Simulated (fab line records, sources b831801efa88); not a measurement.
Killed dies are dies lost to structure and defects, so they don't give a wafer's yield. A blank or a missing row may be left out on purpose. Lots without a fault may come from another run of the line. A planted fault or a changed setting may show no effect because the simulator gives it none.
A struck lot beside a sound one | flow sky130 | 22 steps out of a route of 708
Sound: wafers L283.2, L283.3, L283.5. Struck: wafer L282.2. (L282.1, L282.4 of the same lot were not struck and are left out.) The cause comes at the end.
At each step with rows: each side's tool, then ch and its chambers, then its first start. Under that, the readings that differ: sound wafers | struck wafers | difference of the means | sigmas: that difference in standard deviations of wafers without a fault.
alike: readings whose means differ by less than 2 such deviations, and words and numbers that are the same on both sides. not compared: withheld readings, readings that some wafer has no value for, bounds like >300 that may hide the same value, and numbers for which the record gives no deviation and whose values overlap.
The two part at a step that has a row with sigmas, a row that says differs or no value, or rows on one side only. Numbers that don't overlap but have no deviation are shown without sigmas and don't part them. A reading that every wafer of one side lacks parts them only if that side has two wafers or more.

first, 1 step without rows for these wafers: SKY_SONOS_TUNNEL_STRIP_11 (strips in SPM, time 600 s).
SKY_SONOS_TUNNEL_TW_MEAS_12:
  sound on film_metro-02, day 14 18:44; struck on film_metro-02, day 14 08:27
  alike: SONOS_TUNNEL_TW
then, 2 steps without rows for these wafers: SKY_SONOS_TUNNEL_CLEAN_13 (cleans in dHF, time 20 s); SKY_SONOS_ONO_OXIDATION_00 (stabilise 600 s, purge 300 s, target thk 2.6 nm).
SKY_SONOS_ONO_THK_MEAS_01:
  sound on film_metro-02, day 15 00:26; struck on film_metro-01, day 14 12:23
  alike: SONOS_ONO_OXIDATION_THK
then, 1 step without rows for these wafers: SKY_SONOS_ONO_CVD_02 (deposits Si3N4 from DCS/NH3, target thk 10.5 nm, time 180 s).
SKY_SONOS_ONO_THK_MEAS_03:
  sound on film_metro-01, day 15 03:29; struck on film_metro-02, day 14 16:13
  alike: SONOS_ONO_CVD_02_THK
then, 1 step without rows for these wafers: SKY_SONOS_ONO_CVD_04 (deposits SiO2 from SiH4/N2O, target thk 5.7199 nm).
SKY_SONOS_ONO_THK_MEAS_05:
  sound on film_metro-01, day 15 04:48; struck on film_metro-01, day 14 17:31
  alike: SONOS_ONO_CVD_04_THK
then, 3 steps without rows for these wafers: SKY_SONOS_ONO_DEHYDRATE_06 (time 60 s); SKY_SONOS_ONO_HMDS_07 (prime time 60 s); SKY_SONOS_ONO_COAT_08 (resist thk 1140 nm).
SKY_SONOS_ONO_SOFTBAKE_09: time 60 s.
  sound on litho_track-03 ch 0, day 15 18:28; struck on litho_track-04 ch 0, day 15 06:04
  reading                  | sound             | struck | difference | sigmas
  heater_power_total_W (W) | 56.57 56.52 56.64 | 75.50  | +18.92     | +99 or more
  run_length_s (s)         | 89.24 89.29 89.51 | 53.44  | -35.91     | -99 or more
then, 2 steps without rows for these wafers: SKY_SONOS_ONO_EXPOSE_10 (exposes mask ONOM, target cd 410 nm); SKY_SONOS_ONO_PEB_11.
SKY_SONOS_ONO_DEVELOP_12: develop time 60 s.
  sound on litho_track-01 ch 0, day 16 08:25; struck on litho_track-04 ch 0, day 15 20:04
  reading                                        | sound          | struck | difference | sigmas
  model.NOVOLAK_of_SONOS_ONO_COAT_08.thk_nm (nm) | 1145 1143 1140 | 1165   | +22        |
SKY_SONOS_ONO_CD_MEAS_13: target cd 410 nm.
  sound on cd_sem-02, day 16 08:34; struck on cd_sem-01, day 15 20:13
  alike: cd_nm
SKY_SONOS_ONO_OVL_MEAS_14:
  sound on overlay-02, day 16 08:40; struck on overlay-01, day 15 20:20
  alike: SONOS_ONO_OVL
SKY_SONOS_ONO_ETCH_15: etches the open film in CHF3/O2, target depth 19.52 nm, time 7.8 s.
  sound on rie_diel-03 ch 0,1,3, day 16 08:42; struck on rie_diel-04 ch 2, day 15 20:22
  reading                                        | sound          | struck | difference | sigmas
  model.NOVOLAK_of_SONOS_ONO_COAT_08.thk_nm (nm) | 1129 1127 1123 | 1149   | +23        |
  alike: drypump_motor_current_A, oes_product_au, throttle_valve_pct
  not compared: rf_hours_counter_h
then, 1 step without rows for these wafers: SKY_SONOS_ONO_WET_ETCH_16 (etches SiO2 in dHF, target depth 14 nm, time 280 s).
SKY_SONOS_ONO_STRIP_17: strips in O2/N2.
  sound on plasma_asher-01 ch 0,1, day 16 08:48; struck on plasma_asher-04 ch 1, day 15 20:28
  reading                      | sound             | struck | difference | sigmas
  strip_time_to_endpoint_s (s) | 14.15 14.14 14.09 | 14.39  | +0.26      | +9
  alike: drypump_motor_current_A, oes_product_au
  not compared: rf_hours_counter_h
then, 1 step without rows for these wafers: SKY_SONOS_ONO_WET_ETCH_18 (etches Si3N4 in H3PO4, target depth 15 nm, time 172 s).

WHERE THEY PART
First at SKY_SONOS_ONO_SOFTBAKE_09; last, within this record, at SKY_SONOS_ONO_STRIP_17.

WHY: what the simulator had put in
Process parameter drift: litho_track-04, from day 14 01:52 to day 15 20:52, at SKY_SONOS_ONO_SOFTBAKE_09. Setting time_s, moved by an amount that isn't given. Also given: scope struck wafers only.
